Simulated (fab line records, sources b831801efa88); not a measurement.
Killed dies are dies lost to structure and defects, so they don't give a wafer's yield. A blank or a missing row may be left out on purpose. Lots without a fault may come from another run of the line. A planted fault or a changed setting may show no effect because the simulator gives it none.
Which tool did it? | flow sky130 | 13 lots, 39 wafers sampled, at 3 steps of a route of 708

WHAT THE GAUGES READ, wafer by wafer
SKY_VT_ADJUST_LVTN_TW_MEAS_10. Usual: VT_ADJUST_LVTN_TW 241.2, standard deviation 1.7.
lot  | measured     | on            | VT_ADJUST_LVTN_TW | flag
L483 | day 7 09:54  | film_metro-02 | 240.8 239.3 242.5 |
L482 | day 7 10:15  | film_metro-02 | 242.1 241.3 241.2 |
L484 | day 7 17:40  | film_metro-01 | 243.8 242.0 244.1 |
L488 | day 9 02:23  | film_metro-02 | 242.2 241.8 242.7 |
L489 | day 9 06:34  | film_metro-04 | 240.3 240.2 240.4 |
L491 | day 9 18:34  | film_metro-04 | 240.3 241.0 239.6 |
L492 | day 10 01:47 | film_metro-01 | 243.1 242.2 242.2 |
L493 | day 10 05:08 | film_metro-01 | 243.4 242.2 243.1 |
L494 | day 10 12:20 | film_metro-04 | 239.2 240.1 239.3 |
L495 | day 10 22:35 | film_metro-04 | 241.2 240.0 240.7 |
L496 | day 11 00:58 | film_metro-04 | 241.3 240.8 240.6 |
L503 | day 13 00:05 | film_metro-01 | 246.7 244.3 245.1 |
L504 | day 13 03:23 | film_metro-04 | 242.5 241.9 242.6 |

SKY_VT_ADJUST_NCORE_CD_MEAS_07: target cd 380 nm. Usual: cd_nm 380.1 nm, standard deviation 2.2.
lot  | measured     | on        | cd_nm (nm)        | flag
L483 | day 9 04:19  | cd_sem-02 | 381.4 381.2 383.3 |
L482 | day 9 04:37  | cd_sem-01 | 380.2 379.5 384.6 |
L484 | day 9 11:59  | cd_sem-02 | 378.4 377.2 379.9 |
L488 | day 11 00:02 | cd_sem-01 | 378.7 381.0 380.4 |
L489 | day 11 03:29 | cd_sem-01 | 382.0 381.9 382.5 |
L491 | day 11 16:02 | cd_sem-02 | 380.4 381.4 379.6 |
L492 | day 12 00:24 | cd_sem-02 | 379.9 381.4 381.3 |
L493 | day 12 03:31 | cd_sem-02 | 381.2 377.5 378.4 |
L494 | day 12 11:42 | cd_sem-02 | 383.7 380.8 381.5 |
L495 | day 12 21:42 | cd_sem-02 | 379.8 381.1 378.8 |
L496 | day 13 00:05 | cd_sem-01 | 381.4 382.3 385.7 |
L503 | day 15 03:51 | cd_sem-01 | 377.3 378.2 380.5 |
L504 | day 15 07:04 | cd_sem-01 | 381.5 381.1 381.4 |

SKY_VT_ADJUST_HVTR_OVL_MEAS_08. Usual: VT_ADJUST_HVTR_OVL -0.2 nm, standard deviation 1.3.
lot  | measured     | on         | VT_ADJUST_HVTR_OVL (nm) | flag
L483 | day 10 02:31 | overlay-02 | -0.5 -0.4 0.7           |
L482 | day 10 02:56 | overlay-01 | -3.0 -0.5 -3.4          |
L484 | day 10 11:14 | overlay-02 | -2.1 0.6 -0.3           |
L488 | day 12 00:01 | overlay-02 | -2.1 -1.5 -0.6          |
L489 | day 12 03:14 | overlay-02 | -0.7 1.1 1.1            |
L491 | day 12 15:33 | overlay-01 | 0.3 0.2 0.6             |
L492 | day 13 00:47 | overlay-01 | 1.3 0.5 -1.5            |
L493 | day 13 03:49 | overlay-01 | 2.6 1.5 0.9             |
L494 | day 13 13:15 | overlay-02 | -0.1 0.0 -1.4           |
L495 | day 13 23:48 | overlay-02 | 0.7 1.0 1.0             |
L496 | day 14 02:16 | overlay-02 | -1.6 0.5 0.3            |
L503 | day 16 08:37 | overlay-01 | -1.6 -2.5 -1.7          |
L504 | day 16 11:11 | overlay-02 | -0.6 -0.7 -0.1          |

WHICH TOOL RAN EACH LOT (tool, then ch and the chambers of the sampled wafers, then the start)
The record holds no process step before these readings.

WHAT THE TOOLS THEMSELVES READ (means of the sampled wafers that have a number; where no wafer has one, the mark that the record gives instead)
The record holds no such reading with a usual standard deviation.

THE ANSWER, worked out from the rows above alone
Rule: a lot is off if the mean of its wafers that have a number lies more than 3 standard deviations from the usual mean. A lot without any number at a reading at which 4 lots or more have one is off too. The other lots that the step has rows for count as sound. The gauges are gone through in route order, then the tools' own readings, and for those a lot's mean is taken as printed above. The first step at which some lot is off is used, and at that step the reading that is off furthest; a lot without a number counts as furthest.
No lot is off at any reading shown: from this, nothing can be told.

WHAT THE SIMULATOR HAD PUT IN
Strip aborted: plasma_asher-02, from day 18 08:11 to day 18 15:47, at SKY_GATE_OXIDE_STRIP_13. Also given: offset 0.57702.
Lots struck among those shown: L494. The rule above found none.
